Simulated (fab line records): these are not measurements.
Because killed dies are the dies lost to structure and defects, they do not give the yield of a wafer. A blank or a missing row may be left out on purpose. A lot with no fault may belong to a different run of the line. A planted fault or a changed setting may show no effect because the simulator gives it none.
fab line records ; flow gf180mcu
[record] lots = 24; wafers = 72; last_day = 34
route steps=602 shown CONTACT@288 V1@352 V2@396 V4@494 MIM@508
lots that met no fault: taken from a fault-free run of the same line
start_h: hours from the record's first day to the start of the lot's first wafer shown ; wait_h: time in hours since the lot's previous step ; " identical to the entry in the row above ; L1.1+2: a single row standing in for several wafers ; - either no value or no given start ; * or withheld: withheld ; < > ~ a bound
route shown NAME@n: a module of which the file shows steps, and the number in the route of the first ; usual: mean/standard deviation of fault-free wafers ; same: alike in all rows ; chamber/n: place in a boat ; sites: each site's reading ; _std_site: their standard deviation ; _edge_site: the outer-site mean with the inner-site mean subtracted ; radius_mm: how far each site lies from the wafer's centre ; mask NAME#n: copy n ; behind: tool/chamber where the wafer was last shaped ; hold: what put the lot on hold/how long, in hours/how the hold closed ; device: transistor that didn't switch, given as n, p or np ; end of line: tests run on the same wafers once the route is complete ; step lacking rows: just its recipe ; killed: count of dies lost to structure and defects at first sort (not the wafer's yield) ; map: a wafer's dies, x killed, . not, _ none there
set.NAME: the setting as run; set.NAME@STEP: as run at that earlier step ; model.NAME: the simulator's own value behind a step, which no gauge read
the route's steps for a sample of lots (tables are steps, rows are wafers)
services: from which hour (start_h, from the record's first day; less than 0 if before it) a tool's chamber was out of use, for how many hours, and why
[[steps]]
[step GF_CONTACT_THK_MEAS_01]
[recipe] reads = SiO2_of_CONTACT_CVD_00
[usual] CONTACT_CVD_00_THK = 301/3
lot.wafer;tool;chamber;start_h;wait_h;CONTACT_CVD_00_THK[nm]
L074.3;film_metro-01;-;337.40;0.0;299
L074.4;film_metro-01;-;337.40;0.0;301
L074.6;film_metro-01;-;337.40;0.0;298
L075.3;film_metro-03;-;345.99;0.0;297
L075.4;film_metro-03;-;345.99;0.0;296
L075.6;film_metro-03;-;345.99;0.0;300
L076.1;film_metro-04;-;353.93;0.0;303
L076.5;film_metro-04;-;353.93;0.0;302
L076.6;film_metro-04;-;353.93;0.0;303
L077.1;film_metro-01;-;363.11;0.0;302
L077.3;film_metro-01;-;363.11;0.0;300
L077.4;film_metro-01;-;363.11;0.0;299
L078.1;film_metro-03;-;376.93;0.0;293
L078.5;film_metro-03;-;376.93;0.0;297
L078.6;film_metro-03;-;376.93;0.0;297
L079.3;film_metro-01;-;388.20;0.0;302
L079.4;film_metro-01;-;388.20;0.0;301
L079.6;film_metro-01;-;388.20;0.0;305
L080.1;film_metro-03;-;399.18;0.0;304
L080.4;film_metro-03;-;399.18;0.0;302
L080.5;film_metro-03;-;399.18;0.0;298
L081.3;film_metro-03;-;403.74;0.0;300
L081.4;film_metro-03;-;403.74;0.0;298
L081.5;film_metro-03;-;403.74;0.0;298
L082.1;film_metro-01;-;408.48;0.0;303
L082.2;film_metro-01;-;408.48;0.0;300
L082.4;film_metro-01;-;408.48;0.0;299
L083.2;film_metro-03;-;420.18;0.0;296
L083.3;film_metro-03;-;420.18;0.0;302
L083.6;film_metro-03;-;420.18;0.0;298
L084.2;film_metro-03;-;428.68;0.0;300
L084.4;film_metro-03;-;428.68;0.0;304
L084.5;film_metro-03;-;428.68;0.0;299
L085.1;film_metro-01;-;436.58;0.0;298
L085.3;film_metro-01;-;436.58;0.0;296
L085.6;film_metro-01;-;436.58;0.0;297
L086.1;film_metro-04;-;443.21;0.0;298
L086.3;film_metro-04;-;443.21;0.0;302
L086.5;film_metro-04;-;443.21;0.0;300
L087.1;film_metro-01;-;453.18;0.0;302
L087.2;film_metro-01;-;453.18;0.0;298
L087.6;film_metro-01;-;453.18;0.0;300
L088.1;film_metro-01;-;460.99;0.0;299
L088.2;film_metro-01;-;460.99;0.0;303
L088.3;film_metro-01;-;460.99;0.0;299
L089.3;film_metro-01;-;468.82;0.0;301
L089.4;film_metro-01;-;468.82;0.0;302
L089.6;film_metro-01;-;468.82;0.0;302
L090.1;film_metro-01;-;476.58;0.0;301
L090.2;film_metro-01;-;476.58;0.0;306
L090.5;film_metro-01;-;476.58;0.0;299
L091.2;film_metro-04;-;488.30;0.0;304
L091.3;film_metro-04;-;488.30;0.0;302
L091.6;film_metro-04;-;488.30;0.0;304
L092.1;film_metro-04;-;497.37;0.0;303
L092.5;film_metro-04;-;497.37;0.0;303
L092.6;film_metro-04;-;497.37;0.0;300
L093.1;film_metro-01;-;502.68;0.0;296
L093.4;film_metro-01;-;502.68;0.0;302
L093.6;film_metro-01;-;502.68;0.0;305
L094.1;film_metro-03;-;508.94;0.0;300
L094.2;film_metro-03;-;508.94;0.0;301
L094.6;film_metro-03;-;508.94;0.0;297
L095.1;film_metro-04;-;517.19;0.0;297
L095.2;film_metro-04;-;517.19;0.0;299
L095.3;film_metro-04;-;517.19;0.0;295
L096.2;film_metro-01;-;523.57;0.0;309
L096.3;film_metro-01;-;523.57;0.0;306
L096.6;film_metro-01;-;523.57;0.0;304
L097.1;film_metro-04;-;543.07;0.0;305
L097.3;film_metro-04;-;543.07;0.0;306
L097.5;film_metro-04;-;543.07;0.0;304
[step GF_V1_ETCH_17]
[recipe] chemistry = C4F8/O2/Ar; mask_material = KrF; target = SiO2; stop_on = TiN; source_w = 1500; bias_w = 1200; pressure_mtorr = 40; c4f8_flow_sccm = withheld; O2_flow_sccm = 6; Ar_flow_sccm = 300; time_s = withheld; target_depth_a = 6300
[usual] chamber_pressure_mTorr = 40.00/0.03; oes_product_au = 0.855/0.0043
lot.wafer;tool;chamber;start_h;wait_h;chamber_pressure_mTorr;oes_product_au
L074.3;rie_diel-02;0;-;-;39.98;0.851
L074.4;rie_diel-02;0;-;-;40.02;0.859
L074.6;rie_diel-02;3;-;-;40.00;0.852
L075.3;rie_diel-02;1;-;-;40.03;0.849
L075.4;rie_diel-02;1;-;-;39.94;0.866
L075.6;rie_diel-02;0;-;-;40.01;0.857
L076.1;rie_diel-04;0;-;-;40.03;0.860
L076.5;rie_diel-04;0;-;-;40.03;0.862
L076.6;rie_diel-04;3;-;-;39.97;0.862
L077.1;rie_diel-02;3;-;-;40.01;0.849
L077.3;rie_diel-02;1;-;-;39.97;0.846
L077.4;rie_diel-02;3;-;-;40.05;0.866
L078.1;rie_diel-03;3;-;-;40.01;0.863
L078.5;rie_diel-03;3;-;-;40.02;0.855
L078.6;rie_diel-03;2;-;-;40.01;0.855
L079.3;rie_diel-02;1;-;-;40.01;0.850
L079.4;rie_diel-02;3;-;-;40.00;0.860
L079.6;rie_diel-02;3;-;-;40.01;0.857
L080.1;rie_diel-02;3;-;-;40.00;0.855
L080.4;rie_diel-02;1;-;-;39.96;0.852
L080.5;rie_diel-02;2;-;-;40.00;0.856
L081.3;rie_diel-04;1;-;-;39.99;0.856
L081.4;rie_diel-04;3;-;-;39.99;0.861
L081.5;rie_diel-04;2;-;-;40.01;0.862
L082.1;rie_diel-04;2;-;-;40.05;0.852
L082.2;rie_diel-04;3;-;-;39.98;0.856
L082.4;rie_diel-04;0;-;-;40.06;0.855
L083.2;rie_diel-02;2;-;-;40.00;0.853
L083.3;rie_diel-02;0;-;-;40.00;0.850
L083.6;rie_diel-02;0;-;-;39.98;0.855
L084.2;rie_diel-04;0;-;-;40.00;0.855
L084.4;rie_diel-04;1;-;-;40.00;0.847
L084.5;rie_diel-04;1;-;-;40.02;0.850
L085.1;rie_diel-02;0;-;-;40.00;0.852
L085.3;rie_diel-02;1;-;-;39.99;0.852
L085.6;rie_diel-02;0;-;-;40.07;0.860
L086.1;rie_diel-04;0;-;-;40.01;0.851
L086.3;rie_diel-04;2;-;-;39.97;0.856
L086.5;rie_diel-04;0;-;-;39.96;0.853
L087.1;rie_diel-03;2;-;-;39.91;0.853
L087.2;rie_diel-03;1;-;-;40.00;0.860
L087.6;rie_diel-03;3;-;-;39.99;0.857
L088.1;rie_diel-02;1;-;-;40.02;0.856
L088.2;rie_diel-02;0;-;-;39.99;0.853
L088.3;rie_diel-02;3;-;-;39.94;0.857
L089.3;rie_diel-04;1;-;-;39.97;0.851
L089.4;rie_diel-04;0;-;-;40.07;0.859
L089.6;rie_diel-04;2;-;-;40.00;0.852
L090.1;rie_diel-04;3;-;-;39.98;0.854
L090.2;rie_diel-04;2;-;-;39.98;0.853
L090.5;rie_diel-04;1;-;-;39.96;0.847
L091.2;rie_diel-02;3;-;-;40.01;0.858
L091.3;rie_diel-02;1;-;-;40.01;0.853
L091.6;rie_diel-02;2;-;-;40.00;0.856
L092.1;rie_diel-04;1;-;-;40.01;0.856
L092.5;rie_diel-04;1;-;-;39.96;0.855
L092.6;rie_diel-04;0;-;-;40.00;0.853
L093.1;rie_diel-03;3;-;-;40.04;0.860
L093.4;rie_diel-03;0;-;-;39.99;0.851
L093.6;rie_diel-03;3;-;-;40.03;0.853
L094.1;rie_diel-03;3;-;-;39.99;0.863
L094.2;rie_diel-03;1;-;-;39.94;0.865
L094.6;rie_diel-03;0;-;-;40.04;0.855
L095.1;rie_diel-02;0;-;-;40.04;0.851
L095.2;rie_diel-02;3;-;-;39.98;0.855
L095.3;rie_diel-02;1;-;-;40.02;0.852
L096.2;rie_diel-02;3;-;-;39.99;0.852
L096.3;rie_diel-02;0;-;-;39.97;0.853
L096.6;rie_diel-02;2;-;-;40.02;0.854
L097.1;rie_diel-04;1;-;-;40.00;0.852
L097.3;rie_diel-04;3;-;-;40.01;0.853
L097.5;rie_diel-04;3;-;-;40.02;0.847
[step GF_V2_CD_MEAS_14]
[recipe] target_cd_nm = 260
[usual] cd_nm = 260.0/1.2
lot.wafer;tool;chamber;start_h;wait_h;cd_nm
L074.3;cd_sem-02;-;457.04;0.1;260.6
L074.4;cd_sem-02;-;457.04;0.1;260.3
L074.6;cd_sem-02;-;457.04;0.1;260.1
L075.3;cd_sem-01;-;471.59;0.1;259.3
L075.4;cd_sem-01;-;471.59;0.1;260.7
L075.6;cd_sem-01;-;471.59;0.1;260.0
L076.1;cd_sem-01;-;477.00;0.1;260.9
L076.5;cd_sem-01;-;477.00;0.1;260.9
L076.6;cd_sem-01;-;477.00;0.1;259.8
L077.1;cd_sem-01;-;486.40;0.1;261.1
L077.3;cd_sem-01;-;486.40;0.1;260.9
L077.4;cd_sem-01;-;486.40;0.1;259.7
L078.1;cd_sem-01;-;499.54;0.1;260.1
L078.5;cd_sem-01;-;499.54;0.1;260.6
L078.6;cd_sem-01;-;499.54;0.1;259.0
L079.3;cd_sem-02;-;512.88;0.1;259.5
L079.4;cd_sem-02;-;512.88;0.1;259.5
L079.6;cd_sem-02;-;512.88;0.1;259.0
L080.1;cd_sem-01;-;523.70;0.1;259.1
L080.4;cd_sem-01;-;523.70;0.1;260.0
L080.5;cd_sem-01;-;523.70;0.1;259.8
L081.3;cd_sem-01;-;530.53;0.1;259.5
L081.4;cd_sem-01;-;530.53;0.1;260.2
L081.5;cd_sem-01;-;530.53;0.1;259.6
L082.1;cd_sem-01;-;532.60;0.1;259.1
L082.2;cd_sem-01;-;532.60;0.1;258.8
L082.4;cd_sem-01;-;532.60;0.1;259.1
L083.2;cd_sem-01;-;544.26;0.1;260.4
L083.3;cd_sem-01;-;544.26;0.1;259.2
L083.6;cd_sem-01;-;544.26;0.1;260.3
L084.2;cd_sem-01;-;552.82;0.1;260.9
L084.4;cd_sem-01;-;552.82;0.1;261.1
L084.5;cd_sem-01;-;552.82;0.1;261.6
L085.1;cd_sem-01;-;560.10;0.1;258.6
L085.3;cd_sem-01;-;560.10;0.1;259.4
L085.6;cd_sem-01;-;560.10;0.1;258.3
L086.1;cd_sem-01;-;567.05;0.1;261.9
L086.3;cd_sem-01;-;567.05;0.1;261.2
L086.5;cd_sem-01;-;567.05;0.1;260.8
L087.1;cd_sem-02;-;575.49;0.1;257.3
L087.2;cd_sem-02;-;575.49;0.1;259.3
L087.6;cd_sem-02;-;575.49;0.1;259.6
L088.1;cd_sem-01;-;581.70;0.1;259.1
L088.2;cd_sem-01;-;581.70;0.1;259.8
L088.3;cd_sem-01;-;581.70;0.1;258.1
L089.3;cd_sem-01;-;589.59;0.1;263.8
L089.4;cd_sem-01;-;589.59;0.1;262.8
L089.6;cd_sem-01;-;589.59;0.1;262.0
L090.1;cd_sem-02;-;596.35;0.1;257.3
L090.2;cd_sem-02;-;596.35;0.1;256.7
L090.5;cd_sem-02;-;596.35;0.1;258.0
L091.2;cd_sem-01;-;605.81;0.1;261.0
L091.3;cd_sem-01;-;605.81;0.1;260.4
L091.6;cd_sem-01;-;605.81;0.1;260.2
L092.1;cd_sem-02;-;614.60;0.1;259.0
L092.5;cd_sem-02;-;614.60;0.1;260.1
L092.6;cd_sem-02;-;614.60;0.1;259.2
L093.1;cd_sem-01;-;619.35;0.1;261.9
L093.4;cd_sem-01;-;619.35;0.1;260.5
L093.6;cd_sem-01;-;619.35;0.1;260.3
L094.1;cd_sem-02;-;623.09;0.1;261.4
L094.2;cd_sem-02;-;623.09;0.1;261.2
L094.6;cd_sem-02;-;623.09;0.1;259.9
L095.1;cd_sem-01;-;629.60;0.1;260.0
L095.2;cd_sem-01;-;629.60;0.1;261.6
L095.3;cd_sem-01;-;629.60;0.1;261.0
L096.2;cd_sem-02;-;639.21;0.1;258.7
L096.3;cd_sem-02;-;639.21;0.1;259.0
L096.6;cd_sem-02;-;639.21;0.1;258.0
L097.1;cd_sem-02;-;654.19;0.1;260.1
L097.3;cd_sem-02;-;654.19;0.1;258.3
L097.5;cd_sem-02;-;654.19;0.1;258.7
[step GF_V4_STRIP_18]
[recipe] chemistry = O2/N2; power_w = 1400; pressure_mtorr = 1500; platen_temp_c = 250; o2_flow_sccm = 3000; n2_flow_sccm = 300; overash_fraction = 0.5
[usual] chamber_pressure_mTorr = 1500.1/1.4; drypump_motor_current_A = 5.5/0.41; heater_power_w = 343/64; oes_product_au = 0.594/0.0048
lot.wafer;tool;chamber;start_h;wait_h;chamber_pressure_mTorr;drypump_motor_current_A;heater_power_w;oes_product_au;rf_hours_counter_h
L074.3;plasma_asher-01;0;555.57;-;1502.1;5.7;336;0.590;-
L074.4;plasma_asher-01;1;555.57;-;1499.4;5.6;311;0.584;-
L074.6;plasma_asher-01;0;555.57;-;1501.0;5.7;339;0.595;-
L075.3;plasma_asher-01;0;570.52;-;1500.1;5.7;341;0.591;-
L075.4;plasma_asher-01;1;570.52;-;1499.9;5.6;299;0.595;-
L075.6;plasma_asher-01;0;570.52;-;1500.2;5.7;351;0.599;-
L076.1;plasma_asher-01;0;574.79;-;1499.8;5.7;345;0.597;102
L076.5;plasma_asher-01;0;574.79;-;1498.8;5.7;331;0.596;-
L076.6;plasma_asher-01;1;574.79;-;1499.2;5.6;303;0.586;-
L077.1;plasma_asher-02;1;582.39;-;1502.9;5.2;400;0.598;48
L077.3;plasma_asher-02;1;582.39;-;1498.8;5.2;387;0.600;-
L077.4;plasma_asher-02;0;582.39;-;1499.2;6.2;272;0.596;-
L078.1;plasma_asher-03;1;594.60;-;1500.3;4.9;445;0.589;17
L078.5;plasma_asher-03;0;594.60;-;1500.2;5.6;281;0.597;-
L078.6;plasma_asher-03;1;594.60;-;1499.6;4.9;440;0.595;-
L079.3;plasma_asher-03;0;607.62;-;1500.7;5.6;284;0.592;-
L079.4;plasma_asher-03;1;607.62;-;1499.6;4.9;446;0.598;-
L079.6;plasma_asher-03;0;607.62;-;1499.9;5.6;281;0.598;-
L080.1;plasma_asher-03;1;619.09;-;1501.1;4.9;435;0.586;20
L080.4;plasma_asher-03;1;619.09;-;1497.5;4.9;442;0.589;-
L080.5;plasma_asher-03;0;619.09;-;1501.3;5.6;280;0.583;-
L081.3;plasma_asher-03;0;621.66;-;1498.7;5.6;275;0.598;-
L081.4;plasma_asher-03;1;621.66;-;1501.2;4.9;442;0.596;-
L081.5;plasma_asher-03;1;621.66;-;1501.7;4.9;455;0.587;-
L082.1;plasma_asher-02;1;623.11;-;1499.1;5.2;396;0.594;52
L082.2;plasma_asher-02;0;623.11;-;1499.6;6.3;276;0.591;52
L082.4;plasma_asher-02;1;623.11;-;1498.1;5.2;390;0.593;-
L083.2;plasma_asher-03;1;635.73;-;1499.7;4.9;444;0.597;22
L083.3;plasma_asher-03;0;635.73;-;1501.2;5.6;281;0.597;-
L083.6;plasma_asher-03;1;635.73;-;1498.8;4.9;449;0.591;-
L084.2;plasma_asher-03;1;643.28;-;1498.6;4.9;445;0.590;23
L084.4;plasma_asher-03;1;643.28;-;1501.0;4.9;445;0.594;-
L084.5;plasma_asher-03;1;643.28;-;1500.9;4.9;437;0.590;-
L085.1;plasma_asher-02;0;649.95;-;1502.1;6.2;281;0.587;54
L085.3;plasma_asher-02;0;649.95;-;1499.7;6.2;279;0.597;-
L085.6;plasma_asher-02;0;649.95;-;1502.8;6.2;276;0.592;-
L086.1;plasma_asher-01;0;655.44;-;1501.4;5.7;335;0.594;111
L086.3;plasma_asher-01;0;655.44;-;1500.4;5.7;347;0.606;-
L086.5;plasma_asher-01;1;655.44;-;1499.3;5.5;308;0.594;-
L087.1;plasma_asher-03;1;664.61;-;1499.5;4.9;444;0.593;25
L087.2;plasma_asher-03;0;664.61;-;1500.0;5.6;272;0.591;25
L087.6;plasma_asher-03;0;664.61;-;1499.2;5.6;279;0.585;-
L088.1;plasma_asher-02;0;668.98;-;1500.0;6.2;278;0.594;56
L088.2;plasma_asher-02;1;668.98;-;1502.3;5.2;392;0.594;56
L088.3;plasma_asher-02;1;668.98;-;1501.1;5.2;387;0.594;-
L089.3;plasma_asher-01;1;675.96;-;1500.1;5.6;310;0.591;-
L089.4;plasma_asher-01;0;675.96;-;1502.4;5.7;348;0.598;-
L089.6;plasma_asher-01;0;675.96;-;1500.4;5.7;343;0.594;-
L090.1;plasma_asher-02;1;682.48;-;1500.2;5.2;389;0.596;57
L090.2;plasma_asher-02;0;682.48;-;1500.3;6.2;277;0.593;57
L090.5;plasma_asher-02;0;682.48;-;1499.4;6.2;282;0.588;-
L091.2;plasma_asher-03;0;689.63;-;1501.1;5.6;273;0.588;28
L091.3;plasma_asher-03;1;689.63;-;1498.9;4.9;445;0.589;-
L091.6;plasma_asher-03;0;689.63;-;1500.0;5.6;280;0.597;-
L092.1;plasma_asher-03;0;697.68;-;1499.0;5.6;283;0.586;29
L092.5;plasma_asher-03;1;697.68;-;1497.9;4.9;438;0.596;-
L092.6;plasma_asher-03;0;697.68;-;1499.2;5.6;292;0.601;-
L093.1;plasma_asher-01;1;704.98;-;1501.1;5.6;309;0.600;116
L093.4;plasma_asher-01;0;704.98;-;1501.6;5.7;341;0.599;-
L093.6;plasma_asher-01;0;704.98;-;1498.3;5.7;342;0.599;-
L094.1;plasma_asher-02;0;706.24;-;1503.6;6.2;276;0.593;60
L094.2;plasma_asher-02;1;706.24;-;1501.4;5.2;397;0.590;60
L094.6;plasma_asher-02;0;706.24;-;1500.7;6.2;281;0.599;-
L095.1;plasma_asher-02;1;712.58;-;1500.2;5.2;397;0.591;60
L095.2;plasma_asher-02;0;712.58;-;1502.2;6.2;280;0.600;60
L095.3;plasma_asher-02;0;712.58;-;1498.2;6.2;281;0.591;-
L096.2;plasma_asher-01;1;721.08;-;1498.6;5.6;306;0.592;118
L096.3;plasma_asher-01;0;721.08;-;1500.1;5.7;344;0.592;-
L096.6;plasma_asher-01;1;721.08;-;1498.8;5.5;313;0.593;-
L097.1;plasma_asher-03;0;734.78;-;1498.4;5.5;280;0.593;33
L097.3;plasma_asher-03;0;734.78;-;1502.8;5.5;272;0.599;-
L097.5;plasma_asher-03;1;734.78;-;1496.8;4.9;441;0.600;-
[step GF_V4_SPUTTER_22]
[recipe] material = TiN; target_thk_nm = 10; chamber_pressure_pa = 5; power_w = 4000; time_s = 40
[usual] throttle_valve_pct = 30.1/1.4
lot.wafer;tool;chamber;start_h;wait_h;throttle_valve_pct
L074.3;pvd_sputter-01;-;556.48;0.0;29.3
L074.4;pvd_sputter-01;-;556.48;0.0;32.3
L074.6;pvd_sputter-01;-;556.48;0.0;31.2
L075.3;pvd_sputter-04;-;571.08;0.0;30.2
L075.4;pvd_sputter-04;-;571.08;0.0;28.8
L075.6;pvd_sputter-04;-;571.08;0.0;28.9
L076.1;pvd_sputter-02;-;575.38;0.0;32.0
L076.5;pvd_sputter-02;-;575.38;0.0;31.5
L076.6;pvd_sputter-02;-;575.38;0.0;32.0
L077.1;pvd_sputter-04;-;582.98;0.0;29.1
L077.3;pvd_sputter-04;-;582.98;0.0;29.0
L077.4;pvd_sputter-04;-;582.98;0.0;28.9
L078.1;pvd_sputter-01;-;595.20;0.0;29.6
L078.5;pvd_sputter-01;-;595.20;0.0;29.0
L078.6;pvd_sputter-01;-;595.20;0.0;31.4
L079.3;pvd_sputter-04;-;608.18;0.0;28.8
L079.4;pvd_sputter-04;-;608.18;0.0;30.1
L079.6;pvd_sputter-04;-;608.18;0.0;30.3
L080.1;pvd_sputter-04;-;619.68;0.0;29.1
L080.4;pvd_sputter-04;-;619.68;0.0;30.4
L080.5;pvd_sputter-04;-;619.68;0.0;29.1
L081.3;pvd_sputter-04;-;622.22;0.0;28.8
L081.4;pvd_sputter-04;-;622.22;0.0;30.0
L081.5;pvd_sputter-04;-;622.22;0.0;29.1
L082.1;pvd_sputter-02;-;623.71;0.0;32.4
L082.2;pvd_sputter-02;-;623.71;0.0;31.5
L082.4;pvd_sputter-02;-;623.71;0.0;27.5
L083.2;pvd_sputter-01;-;636.33;0.0;29.3
L083.3;pvd_sputter-01;-;636.33;0.0;32.2
L083.6;pvd_sputter-01;-;636.33;0.0;29.5
L084.2;pvd_sputter-02;-;643.88;0.0;27.6
L084.4;pvd_sputter-02;-;643.88;0.0;31.8
L084.5;pvd_sputter-02;-;643.88;0.0;32.2
L085.1;pvd_sputter-04;-;650.58;0.0;29.2
L085.3;pvd_sputter-04;-;650.58;0.0;30.1
L085.6;pvd_sputter-04;-;650.58;0.0;28.9
L086.1;pvd_sputter-01;-;656.03;0.0;29.2
L086.3;pvd_sputter-01;-;656.03;0.0;29.6
L086.5;pvd_sputter-01;-;656.03;0.0;31.4
L087.1;pvd_sputter-04;-;665.20;0.0;29.4
L087.2;pvd_sputter-04;-;665.20;0.0;30.1
L087.6;pvd_sputter-04;-;665.20;0.0;29.1
L088.1;pvd_sputter-04;-;669.58;0.0;29.2
L088.2;pvd_sputter-04;-;669.58;0.0;30.2
L088.3;pvd_sputter-04;-;669.58;0.0;29.0
L089.3;pvd_sputter-01;-;676.63;0.0;29.3
L089.4;pvd_sputter-01;-;676.63;0.0;32.3
L089.6;pvd_sputter-01;-;676.63;0.0;31.3
L090.1;pvd_sputter-04;-;683.11;0.0;28.8
L090.2;pvd_sputter-04;-;683.11;0.0;30.2
L090.5;pvd_sputter-04;-;683.11;0.0;29.1
L091.2;pvd_sputter-04;-;690.57;0.0;30.0
L091.3;pvd_sputter-04;-;690.57;0.0;28.9
L091.6;pvd_sputter-04;-;690.57;0.0;30.2
L092.1;pvd_sputter-02;-;698.27;0.0;27.7
L092.5;pvd_sputter-02;-;698.27;0.0;31.7
L092.6;pvd_sputter-02;-;698.27;0.0;27.8
L093.1;pvd_sputter-02;-;705.58;0.0;27.8
L093.4;pvd_sputter-02;-;705.58;0.0;31.2
L093.6;pvd_sputter-02;-;705.58;0.0;27.9
L094.1;pvd_sputter-01;-;706.92;0.0;29.5
L094.2;pvd_sputter-01;-;706.92;0.0;32.1
L094.6;pvd_sputter-01;-;706.92;0.0;29.4
L095.1;pvd_sputter-02;-;713.17;0.0;32.0
L095.2;pvd_sputter-02;-;713.17;0.0;27.6
L095.3;pvd_sputter-02;-;713.17;0.0;31.1
L096.2;pvd_sputter-02;-;721.69;0.0;31.2
L096.3;pvd_sputter-02;-;721.69;0.0;32.1
L096.6;pvd_sputter-02;-;721.69;0.0;32.1
L097.1;pvd_sputter-01;-;735.37;0.0;31.6
L097.3;pvd_sputter-01;-;735.37;0.0;32.2
L097.5;pvd_sputter-01;-;735.37;0.0;31.3
[step GF_MIM_CVD_05]
[recipe] material = Si3N4; target_thk_nm = 42; temp_max_c = 400; temp_c = 385; time_s = 29.76; rf_w = 450
[usual] heater_power_w = 631/87
lot.wafer;tool;chamber;start_h;wait_h;heater_power_w
L074.3;pecvd-02;1;557.33;0.0;649
L074.4;pecvd-02;1;557.33;0.0;630
L074.6;pecvd-02;0;557.33;0.0;474
L075.3;pecvd-04;2;571.93;0.0;682
L075.4;pecvd-04;0;571.93;0.0;611
L075.6;pecvd-04;1;571.93;0.0;652
L076.1;pecvd-01;0;576.23;0.0;555
L076.5;pecvd-01;1;576.23;0.0;595
L076.6;pecvd-01;2;576.23;0.0;570
L077.1;pecvd-01;2;583.83;0.0;587
L077.3;pecvd-01;0;583.83;0.0;586
L077.4;pecvd-01;0;583.83;0.0;589
L078.1;pecvd-04;1;596.05;0.0;588
L078.5;pecvd-04;1;596.05;0.0;600
L078.6;pecvd-04;0;596.05;0.0;519
L079.3;pecvd-02;1;609.03;0.0;637
L079.4;pecvd-02;0;609.03;0.0;501
L079.6;pecvd-02;1;609.03;0.0;652
L080.1;pecvd-01;0;621.38;0.0;634
L080.4;pecvd-01;0;621.38;0.0;628
L080.5;pecvd-01;1;621.38;0.0;697
L081.3;pecvd-01;2;623.18;0.0;637
L081.4;pecvd-01;2;623.18;0.0;655
L081.5;pecvd-01;0;623.18;0.0;648
L082.1;pecvd-02;0;624.76;0.0;493
L082.2;pecvd-02;2;624.76;0.0;713
L082.4;pecvd-02;0;624.76;0.0;486
L083.2;pecvd-04;0;637.18;0.0;619
L083.3;pecvd-04;2;637.18;0.0;700
L083.6;pecvd-04;0;637.18;0.0;624
L084.2;pecvd-01;1;644.73;0.0;664
L084.4;pecvd-01;0;644.73;0.0;557
L084.5;pecvd-01;1;644.73;0.0;669
L085.1;pecvd-04;2;651.61;0.0;731
L085.3;pecvd-04;1;651.61;0.0;599
L085.6;pecvd-04;2;651.61;0.0;750
L086.1;pecvd-01;0;656.88;0.0;615
L086.3;pecvd-01;2;656.88;0.0;645
L086.5;pecvd-01;2;656.88;0.0;640
L087.1;pecvd-04;0;666.05;0.0;512
L087.2;pecvd-04;1;666.05;0.0;567
L087.6;pecvd-04;1;666.05;0.0;579
L088.1;pecvd-01;0;670.43;0.0;624
L088.2;pecvd-01;2;670.43;0.0;641
L088.3;pecvd-01;1;670.43;0.0;690
L089.3;pecvd-02;2;677.59;0.0;802
L089.4;pecvd-02;0;677.59;0.0;452
L089.6;pecvd-02;1;677.59;0.0;628
L090.1;pecvd-02;1;683.96;0.0;634
L090.2;pecvd-02;2;683.96;0.0;798
L090.5;pecvd-02;0;683.96;0.0;491
L091.2;pecvd-01;1;691.42;0.0;623
L091.3;pecvd-01;2;691.42;0.0;593
L091.6;pecvd-01;0;691.42;0.0;656
L092.1;pecvd-04;2;699.24;0.0;771
L092.5;pecvd-04;0;699.24;0.0;524
L092.6;pecvd-04;1;699.24;0.0;663
L093.1;pecvd-01;0;706.64;0.0;658
L093.4;pecvd-01;0;706.64;0.0;659
L093.6;pecvd-01;2;706.64;0.0;603
L094.1;pecvd-01;0;707.77;0.0;577
L094.2;pecvd-01;2;707.77;0.0;654
L094.6;pecvd-01;0;707.77;0.0;573
L095.1;pecvd-02;1;714.02;0.0;583
L095.2;pecvd-02;0;714.02;0.0;491
L095.3;pecvd-02;2;714.02;0.0;812
L096.2;pecvd-02;0;722.54;0.0;435
L096.3;pecvd-02;2;722.54;0.0;843
L096.6;pecvd-02;2;722.54;0.0;823
L097.1;pecvd-04;2;736.22;0.0;724
L097.3;pecvd-04;0;736.22;0.0;544
L097.5;pecvd-04;2;736.22;0.0;699
[[services]]
tool;chamber;start_h;hours;kind
plasma_asher-03;-;421.25;9.0;pm
pvd_sputter-04;-;425.27;1.0;repair
rie_diel-02;2;434.98;6.7;repair
rie_diel-04;-;448.33;15.6;pm
pecvd-01;-;451.08;14.6;pm
rie_diel-04;0;492.54;4.3;repair
rie_diel-02;-;499.05;2.8;pm
pvd_sputter-04;-;513.52;12.6;repair
rie_diel-02;2;526.42;9.3;repair
rie_diel-04;0;544.27;5.6;repair
pecvd-01;-;553.13;6.0;pm
rie_diel-04;2;580.59;3.0;repair
rie_diel-02;2;580.97;6.9;repair
pecvd-01;-;591.12;14.0;pm
plasma_asher-03;-;593.09;0.4;repair
rie_diel-02;2;607.97;2.7;repair
rie_diel-04;0;638.89;19.8;repair
rie_diel-04;1;642.91;4.3;repair
rie_diel-04;2;660.65;1.4;repair
rie_diel-02;1;683.58;2.5;repair
rie_diel-02;2;686.22;8.2;repair
pecvd-01;1;707.64;13.8;repair
pecvd-01;-;724.66;4.3;pm
pvd_sputter-04;-;725.21;2.5;repair
[[key]]
fault none
